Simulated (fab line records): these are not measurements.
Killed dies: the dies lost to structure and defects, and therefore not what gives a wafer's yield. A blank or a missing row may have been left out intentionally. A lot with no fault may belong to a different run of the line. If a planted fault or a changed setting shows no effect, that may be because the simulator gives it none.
Which tool is to blame? | flow gf180mcu | 13 lots, 39 wafers sampled, at 5 steps of a route of 602

WHAT THE GAUGES SHOWED, per wafer
GF_CONTACT_OVL_MEAS_15. Usual: CONTACT_OVL -2 nm, standard deviation 4.6.
lot  | measured     | on         | CONTACT_OVL (nm) | flag
L256 | day 15 21:59 | overlay-02 | 4 -1 -4          |
L257 | day 16 07:44 | overlay-02 | -5 -3 -2         |
L258 | day 16 19:43 | overlay-02 | -7 -7 -5         |
L260 | day 17 11:08 | overlay-01 | -2 -5 -4         |
L261 | day 17 22:11 | overlay-02 | 1 3 -2           |
L262 | day 18 08:25 | overlay-02 | 1 1 -4           |
L269 | day 21 06:29 | overlay-02 | -4 -9 -8         |
L271 | day 21 20:28 | overlay-01 | 1 -1 7           |
L272 | day 21 23:34 | overlay-02 | 3 3 4            |
L274 | day 22 14:50 | overlay-02 | 1 0 -6           |
L276 | day 23 14:13 | overlay-01 | -1 3 -3          |
L277 | day 23 20:26 | overlay-02 | -9 -12 -10       |
L279 | day 24 09:31 | overlay-02 | -2 2 5           |

GF_CONTACT_RS_MEAS_25: a four-point-probe measurement. Usual: CONTACT_W_RS 0.381 ohm/sq, standard deviation 0.0068.
lot  | measured     | on            | CONTACT_W_RS (ohm/sq) | flag
L256 | day 15 22:47 | film metro-03 | 0.385 0.377 0.383     |
L257 | day 16 08:30 | film metro-03 | 0.367 0.382 0.367     |
L258 | day 16 20:27 | film metro-03 | 0.385 0.385 0.386     |
L260 | day 17 11:50 | film metro-04 | 0.377 0.383 0.381     |
L261 | day 17 22:53 | film metro-03 | 0.382 0.387 0.388     |
L262 | day 18 09:07 | film metro-04 | 0.381 0.382 0.387     |
L269 | day 21 07:11 | film metro-02 | 0.382 0.386 0.412     |
L271 | day 21 21:10 | film metro-04 | 0.371 0.384 0.371     |
L272 | day 22 00:16 | film metro-03 | 0.382 0.382 0.414     |
L274 | day 22 15:32 | film metro-04 | 0.370 0.386 0.372     |
L276 | day 23 14:56 | film metro-02 | 0.382 0.384 0.384     |
L277 | day 23 21:11 | film metro-04 | 0.383 0.384 0.376     |
L279 | day 24 10:14 | film metro-04 | 0.381 0.387 0.377     |

GF_CONTACT_THK_MEAS_26: measures by xrf. Usual: CONTACT_W_THK 306 nm, standard deviation 6.2.
lot  | measured     | on            | CONTACT_W_THK (nm) | flag
L256 | day 15 22:53 | film metro-03 | 306 308 303        |
L257 | day 16 08:36 | film metro-03 | 322 308 321        |
L258 | day 16 20:34 | film metro-03 | 306 306 305        |
L260 | day 17 11:57 | film metro-04 | 312 305 307        |
L261 | day 17 23:01 | film metro-03 | 304 299 300        |
L262 | day 18 09:14 | film metro-04 | 305 305 301        |
L269 | day 21 07:18 | film metro-02 | 305 302 283        |
L271 | day 21 21:17 | film metro-04 | 316 306 317        |
L272 | day 22 00:23 | film metro-03 | 305 306 283        |
L274 | day 22 15:40 | film metro-04 | 315 300 312        |
L276 | day 23 15:02 | film metro-02 | 306 303 305        |
L277 | day 23 21:16 | film metro-04 | 303 302 311        |
L279 | day 24 10:21 | film metro-04 | 306 301 312        |

WHAT TOOL EACH LOT RAN ON (gives the tool, then ch and the chambers of the sampled wafers, and finally the start)
lot  | GF_CONTACT_ETCH_17                            | GF_CONTACT_CVD_24
L256 | rie diel-04 ch 1,3, day 15 22:40 or earlier   | cvd w-02 ch 0,1, day 15 22:40
L257 | rie diel-03 ch 0,1,2, day 16 08:22 or earlier | cvd w-01 ch 0,1, day 16 08:22
L258 | rie diel-01 ch 0,3, day 16 20:21 or earlier   | cvd w-02 ch 0,1, day 16 20:21
L260 | rie diel-01 ch 1,2,3, day 17 11:44 or earlier | cvd w-02 ch 0,1, day 17 11:44
L261 | rie diel-03 ch 0,1, day 17 22:47 or earlier   | cvd w-02 ch 0,1, day 17 22:47
L262 | rie diel-03 ch 0,1,2, day 18 09:01 or earlier | cvd w-01 ch 0, day 18 09:01
L269 | rie diel-04 ch 1,2,3, day 21 07:05 or earlier | cvd w-02 ch 0,1, day 21 07:05
L271 | rie diel-04 ch 0,1,3, day 21 21:04 or earlier | cvd w-01 ch 0,1, day 21 21:04
L272 | rie diel-04 ch 0,1,2, day 22 00:10 or earlier | cvd w-02 ch 1, day 22 00:10
L274 | rie diel-03 ch 0,1,3, day 22 15:26 or earlier | cvd w-01 ch 0,1, day 22 15:26
L276 | rie diel-03 ch 0,2, day 23 14:49 or earlier   | cvd w-01 ch 0, day 23 14:49
L277 | rie diel-01 ch 1,2,3, day 23 21:03 or earlier | cvd w-01 ch 0,1, day 23 21:03
L279 | rie diel-01 ch 1,2,3, day 24 10:07 or earlier | cvd w-01 ch 0,1, day 24 10:07
- GF_CONTACT_ETCH_17: etches SiO2 in C4F8/O2/Ar, stops on CoSi2, target depth 860 nm.
- GF_CONTACT_CVD_24: deposits W, target thk 300 nm, time 90.339 s.

AS READ BY THE TOOLS THEMSELVES (means over the sampled wafers that have a number; for cases with no such wafer, the mark the record gives instead)
GF_CONTACT_ETCH_17. Usual: oes product au at 0.814 a.u., with a standard deviation of 0.0055.
lot  | tool        | oes product au (a.u.) | flag
L256 | rie diel-04 | 0.811                 |
L257 | rie diel-03 | 0.817                 |
L258 | rie diel-01 | 0.815                 |
L260 | rie diel-01 | 0.817                 |
L261 | rie diel-03 | 0.821                 |
L262 | rie diel-03 | 0.818                 |
L269 | rie diel-04 | 0.813                 |
L271 | rie diel-04 | 0.814                 |
L272 | rie diel-04 | 0.811                 |
L274 | rie diel-03 | 0.811                 |
L276 | rie diel-03 | 0.809                 |
L277 | rie diel-01 | 0.811                 |
L279 | rie diel-01 | 0.811                 |

GF_CONTACT_CVD_24. Usual: heater power outer w 514 W, standard deviation 54; heater power w 821 W, standard deviation 80.
lot  | tool     | heater power outer w (W) | heater power w (W) | flag
L256 | cvd w-02 | 561                      | 892                |
L257 | cvd w-01 | 514                      | 859                |
L258 | cvd w-02 | 556                      | 884                |
L260 | cvd w-02 | 567                      | 878                |
L261 | cvd w-02 | 563                      | 887                |
L262 | cvd w-01 | 484                      | 702                |
L269 | cvd w-02 | 523                      | 872                |
L271 | cvd w-01 | 490                      | 781                |
L272 | cvd w-02 | 605                      | 902                |
L274 | cvd w-01 | 491                      | 792                |
L276 | cvd w-01 | 488                      | 711                |
L277 | cvd w-01 | 496                      | 755                |
L279 | cvd w-01 | 493                      | 791                |

THE ANSWER, worked out from the rows above alone
Rule: a lot counts as off when the mean over its wafers that have a number is more than 3 standard deviations away from the usual mean. A lot without any number at a reading at which 4 lots or more have one is off too. The other lots that the step has rows for count as sound. First the gauges in route order, then the tools' own readings, where a lot's mean is used as printed above. The first step at which some lot is off is used, and at that step the reading that is off furthest; a lot without a number counts as furthest.
No lot is off on any of the readings shown, so nothing can be concluded from this.

WHAT THE SIMULATOR HAD PUT IN
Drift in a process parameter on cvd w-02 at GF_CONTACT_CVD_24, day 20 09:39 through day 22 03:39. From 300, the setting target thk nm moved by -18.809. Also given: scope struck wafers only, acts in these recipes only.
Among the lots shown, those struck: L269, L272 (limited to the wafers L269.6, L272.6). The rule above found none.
